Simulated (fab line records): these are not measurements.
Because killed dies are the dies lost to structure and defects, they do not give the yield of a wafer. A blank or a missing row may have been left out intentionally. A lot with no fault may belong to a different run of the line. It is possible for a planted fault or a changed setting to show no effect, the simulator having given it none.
Matching of chambers ; flow gf180mcu ; GF_CONTACT_CMP_04 on cmp-01: 4 sister chambers
The step polishes SiO2. 20 wafers are shown with their chamber, then 10 later ones without.

WAFERS WITH THEIR CHAMBER
wafer;chamber;motor_current_A (A);time_to_endpoint_s (s)
L116.1;0;12.0;108
L116.5;3;12.1;106
L116.6;2;11.2;116
L118.2;1;13.9;103
L118.3;2;10.7;100
L118.4;0;12.0;104
L119.1;3;11.8;95
L119.3;1;14.0;100
L119.4;2;11.0;97
L122.1;3;11.7;107
L122.4;2;11.1;103
L122.6;2;11.6;103
L123.1;3;11.2;101
L123.3;1;15.0;102
L123.6;1;14.6;110
L124.1;1;14.3;104
L124.2;0;12.1;112
L124.4;2;11.4;105
L125.4;3;11.4;107
L125.5;1;14.2;109

SIGNATURES, as means of the wafers listed above
reading;chamber 0;chamber 1;chamber 2;chamber 3;scatter within a chamber
motor_current_A;12.033;14.333;11.167;11.640;0.338
time_to_endpoint_s;108.00;104.67;104.00;103.20;5.2
Rule: a wafer's distance from a chamber is the root of the sum, over the readings, of the square of ((its reading less the chamber's mean) divided by the reading's scatter). The wafer belongs to the nearest chamber; if the next one is less than 2 further off, it can't be placed. The scatter: the root of (the sum of the squares of (reading less its chamber's mean) over the shown wafers, divided by (wafers less chambers)).

WAFERS WITH NO CHAMBER GIVEN
wafer;motor_current_A (A);time_to_endpoint_s (s)
L125.6;11.8;118
L126.2;10.8;104
L126.3;11.4;104
L126.5;11.3;110
L128.1;12.0;112
L128.3;14.4;112
L128.4;11.0;116
L129.1;11.4;112
L129.2;14.1;100
L129.4;11.3;100

WHICH CHAMBER EACH WENT THROUGH
wafer;from the rows above;in truth
L125.6;can't be placed: 0 or 3 or 2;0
L126.2;can't be placed: 2 or 3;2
L126.3;can't be placed: 2 or 3 or 0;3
L126.5;can't be placed: 2 or 3 or 0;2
L128.1;can't be placed: 0 or 3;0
L128.3;1;1
L128.4;can't be placed: 2 or 3 or 0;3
L129.1;can't be placed: 2 or 3 or 0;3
L129.2;1;1
L129.4;can't be placed: 2 or 3 or 0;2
2 of 10 placed correctly. Not placeable from these rows: 8 (in 8, the candidates include the true chamber). Wrongly placed: 0.
